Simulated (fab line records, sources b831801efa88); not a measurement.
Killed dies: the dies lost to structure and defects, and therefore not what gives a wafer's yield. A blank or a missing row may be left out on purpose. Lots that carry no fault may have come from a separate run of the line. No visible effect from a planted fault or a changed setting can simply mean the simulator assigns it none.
Code-filled problem report in 8D (eight disciplines) form	flow sky130	the parts of the form that need people (team, actions taken, sign-off) are left out

== 1. THE ISSUE ==
Across 3 wafers from 2 lots, LOCAL_INTERCONNECT_TIN_RS at SKY_LOCAL_INTERCONNECT_RS_MEAS_01 averages 15.30 ohm/sq, while fault-free wafers read 14.14 ohm/sq with a standard deviation of 0.17. That is +6.8 standard deviations from the usual mean.
The step: measures by four-point-probe.
First observed at day 32 00:35: wafer L928.3, on film_metro-01. At this step, 33 wafers from 11 lots have a number in the record. By rule, "out" or "out of limits" means more than 4 standard deviations away from the usual mean. The other wafers with a number count as sound.

== 2. WHAT IT IS, AND WHAT IT ISN'T ==
question	is	is not
which readings at this step	LOCAL_INTERCONNECT_TIN_RS	-
which lots	L928, L929	L922, L925, L927, L936, L939, L940, L941, L942, L943
which wafers of those lots	L928.3, L928.6, L929.4	L928.1, L929.1, L929.5
read on which gauges	film_metro-01, film_metro-03	film_metro-04
when	from day 32 00:35	up to then (10 sound wafers); but 20 sound wafers of L929, L936, L939, L940, L941, L942, L943 came after

== 3. WHAT RULES OUT EACH SUSPECT ==
Counting: any tool at a process step up to the reading remains a suspect provided it ran every lot that is out. Sound lots after the first of them don't rule it out here, since some wafers of a struck lot are sound.
- ruled out: the gauge at SKY_LOCAL_INTERCONNECT_RS_MEAS_01. The wafers that are out were read on 2 gauges (film_metro-01, film_metro-03).
- pvd_sputter-01 at SKY_LOCAL_INTERCONNECT_SPUTTER_00 (material TiN, target thk 100 nm, time 83.3 s): kept. Every lot that is out went through it, the first being L928 (day 32 00:31); the last sound lot it ran before that was L927 (day 31 03:31).
Remaining after the count: pvd_sputter-01 at SKY_LOCAL_INTERCONNECT_SPUTTER_00.

== 4. THE CAUSE (what the simulator had put in) ==
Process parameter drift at SKY_LOCAL_INTERCONNECT_SPUTTER_00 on pvd_sputter-01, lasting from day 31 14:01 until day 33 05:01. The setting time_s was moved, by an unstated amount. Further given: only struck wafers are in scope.
Only this tool survived the counting.

== 5. THE EFFECT CHAIN, in route order ==
Rows list readings where the struck wafers' mean (over those with a number) sits beyond 3 standard deviations from the usual. Readings are gone through only where the record gives a usual standard deviation; hours: the median, over the lots, of the time from a lot's start at the first step in this table giving one to that lot's start at this step; sigmas: the change measured in usual standard deviations.
hours	step	reading	usual	on struck wafers	change	sigmas
0	SKY_LOCAL_INTERCONNECT_RS_MEAS_01	LOCAL_INTERCONNECT_TIN_RS	14.14 ohm/sq	15.30	+1.16	+6.8
0	SKY_LOCAL_INTERCONNECT_THK_MEAS_02	LOCAL_INTERCONNECT_TIN_THK	99.5 nm	92.8	-6.7	-5.2
27	SKY_LOCAL_INTERCONNECT_METAL_ETCH_14	oes_product_au	0.941 a.u.	0.899	-0.042	-5.0
It contains these process steps:
- SKY_LOCAL_INTERCONNECT_METAL_ETCH_14: etches TiN in Cl2/BCl3, stops on PSG, target depth 110 nm, time 31.4 s.

== 6. HOW IT WOULD HAVE BEEN CAUGHT EARLIER ==
11 hours passed between the start of the fault at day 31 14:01 and the first reading out of limits at a measuring or inspecting step in this record, taken at day 32 00:35.
Of the tool readings at SKY_LOCAL_INTERCONNECT_SPUTTER_00 for which the record gives a usual standard deviation, none was out on any struck wafer, so an alarm limit of 4 standard deviations on them would not have fired.
Among the 2 lots that are out, L929 began SKY_LOCAL_INTERCONNECT_SPUTTER_00 on pvd_sputter-01 after day 32 00:35. Putting the tool on hold at that point would have spared it.
